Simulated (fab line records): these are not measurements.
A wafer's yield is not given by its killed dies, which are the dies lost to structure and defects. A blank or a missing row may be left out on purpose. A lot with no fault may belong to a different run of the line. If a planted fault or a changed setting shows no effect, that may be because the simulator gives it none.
The same fault as seen by 2 desks + flow gf180mcu + each desk has only its own numbers; what lay behind them comes last

FROM THE METROLOGY DESK
Means of the sampled wafers that have a number, per lot and without regard to the tool the lot ran on: this is what the gauges read. If a lot's mean is further than 4 standard deviations from the usual mean, the lot is out of limits and carries the mark OUT (the distance appears in the brackets).
Columns: A = HV_LDD_4_TW at GF_HV_LDD_TW_MEAS_50, usual 570; B = M3_ALCU_THK at GF_M3_THK_MEAS_06, usual 448 nm
| lot  | first seen here | A              | B   |
|------|-----------------|----------------|-----|
| L690 | day 12 06:04    | 567            | 443 |
| L694 | day 13 12:00    | 574            | 453 |
| L695 | day 13 20:08    | 572            | 454 |
| L696 | day 14 11:34    | 570            | 450 |
| L697 | day 14 22:24    | 576            | 450 |
| L698 | day 15 04:11    | 564            | 451 |
| L699 | day 15 12:01    | 561            | 444 |
| L705 | day 17 21:25    | 546 (-5.2) OUT | 446 |
| L707 | day 18 10:43    | 550 (-4.3) OUT | 449 |
| L708 | day 18 17:35    | 567            | 447 |
| L709 | day 19 01:49    | 568            | 444 |
| L711 | day 19 13:31    | 573            | 445 |
| L713 | day 19 23:50    | 574            | 439 |
This desk reports L705, L707 out of limits; the earliest was L705 at day 17 21:25 (HV_LDD_4_TW at GF_HV_LDD_TW_MEAS_50). Within limits: L690, L694, L695, L696, L697, L698, L699, L708, L709, L711, L713.

DESK OF THE TOOL OWNER: implanter-02
For each lot that ran on this tool, the mean over its sampled wafers that have a number, from the tool's own readings at GF_HV_LDD_IMPLANT_48. If a lot's mean is further than 4 standard deviations from the usual mean, the lot is out of limits and carries the mark OUT (the distance appears in the brackets).
Columns: A = faraday_current_uA at GF_HV_LDD_IMPLANT_48, usual 169
| lot  | first seen here | A   |
|------|-----------------|-----|
| L690 | day 12 05:50    | 168 |
| L695 | day 13 19:53    | 167 |
| L696 | day 14 11:19    | 170 |
| L698 | day 15 03:56    | 169 |
| L705 | day 17 21:11    | 172 |
| L707 | day 18 10:28    | 172 |
Result from this desk: across the 6 lots, nothing is out of limits.

PUT TOGETHER
The metrology desk could have raised an alarm at day 17 21:25, on L705, L707.
Nothing out of limits was seen by the tool owner's desk.
On record at the tool owner's desk: L705, L707, within its limits.
On implanter-02, each named lot ran GF_HV_LDD_IMPLANT_48.

WHAT THE SIMULATOR HAD INSERTED
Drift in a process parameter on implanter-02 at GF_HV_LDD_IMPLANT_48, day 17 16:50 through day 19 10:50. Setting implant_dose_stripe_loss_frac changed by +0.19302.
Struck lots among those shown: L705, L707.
Time in hours between the start of the fault and the first out-of-limits reading at each desk: metrology desk, 5.
